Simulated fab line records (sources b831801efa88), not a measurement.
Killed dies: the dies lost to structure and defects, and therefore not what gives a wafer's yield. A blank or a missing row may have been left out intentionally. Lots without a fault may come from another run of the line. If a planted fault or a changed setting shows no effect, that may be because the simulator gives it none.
A lot that was struck, set against a sound lot -- flow gf180mcu -- 15 out of 602 route steps
Sound: these wafers, L265.2, L265.3, L265.5. Struck: wafers L284.1, L284.4, L284.6. The cause comes at the end.
For every step that has rows: the tool of each side, followed by ch and its chambers, followed by its first start. Under that, the readings that differ: sound wafers -- struck wafers -- difference of the means -- sigmas: that difference in standard deviations of wafers without a fault.
alike: readings whose means differ by less than 2 such deviations, and words and numbers that are the same on both sides. not compared: withheld readings, readings that some wafer has no value for, bounds like >300 that may hide the same value, and numbers for which the record gives no deviation and whose values overlap.
A row with sigmas, a row that says differs or no value, or rows on one side alone: a step with any of these is where the two part. Non-overlapping numbers with no deviation appear without sigmas and do not part them. A reading missing from all wafers of one side parts the sides only when that side holds two or more wafers.

GF_VT_IMPLANT_OVL_MEAS_18:
  struck on overlay-01, day 11 14:40; sound on overlay-01, day 6 02:10
  alike: VT_IMPLANT_01_OVL
next, for these wafers, 1 step has no rows: GF_VT_IMPLANT_IMPLANT_19.
GF_VT_IMPLANT_STRIP_20: strips in O2/N2.
  sound on plasma asher-02 ch 0,1, day 6 02:21; struck on plasma asher-02 ch 0,1, day 11 14:51
  alike: drypump motor current A, heater power w, n2 flow sccm, oes product au, platen temp c, strip time to endpoint s
  not compared: rf hours counter h
GF_VT_IMPLANT_TW_MEAS_21:
  struck on film metro-02, day 11 14:57; sound on film metro-03, day 6 02:28
reading,sound,struck,difference,sigmas
VT_IMPLANT_2_TW,1216 1211 1214,1232 1230 1225,+15,+2
then, 7 steps without rows for these wafers: GF_VT_IMPLANT_DEHYDRATE_22 (time 60 s); GF_VT_IMPLANT_HMDS_23 (prime time 60 s); GF_VT_IMPLANT_COAT_24 (resist thk 1000 nm); GF_VT_IMPLANT_SOFTBAKE_25 (time 60 s); GF_VT_IMPLANT_EXPOSE_26 (exposes mask LVPWELL HV AREA, target cd 860 nm); GF_VT_IMPLANT_PEB_27; GF_VT_IMPLANT_DEVELOP_28 (develop time 60 s).
GF_VT_IMPLANT_OVL_MEAS_29:
  struck on overlay-02, day 12 10:07; sound on overlay-02, day 6 15:59
  alike: VT_IMPLANT_02_OVL
GF_VT_IMPLANT_IMPLANT_30:
  sound on implanter-02 ch 0, day 6 16:02; struck on implanter-02 ch 0, day 12 10:09
reading,sound,struck,difference,sigmas
beam energy keV,24.994 24.999 25.001,26.141 26.138 26.144,+1.143,+99 or more
model.implant.rp nm (nm),82.65 82.65 82.65,83.93 83.93 83.93,+1.28,
model.implant.drp nm (nm),35.62 35.62 35.62,37.52 37.52 37.52,+1.90,
GF_VT_IMPLANT_STRIP_31: strips in O2/N2.
  sound on plasma asher-03 ch 0, day 6 16:10; struck on plasma asher-03 ch 0, day 12 10:18
  alike: drypump motor current A, heater power w, n2 flow sccm, oes product au, platen temp c, strip time to endpoint s
  not compared: rf hours counter h
GF_PASSIVATION_PROBE_99:
  the record has rows for the sound wafers here (prober-02, day 28 16:24) and none for the struck ones

## WHERE THEY PART
Earliest at GF_VT_IMPLANT_TW_MEAS_21; latest, in this record, at GF_PASSIVATION_PROBE_99.

WHY: what had been put in by the simulator
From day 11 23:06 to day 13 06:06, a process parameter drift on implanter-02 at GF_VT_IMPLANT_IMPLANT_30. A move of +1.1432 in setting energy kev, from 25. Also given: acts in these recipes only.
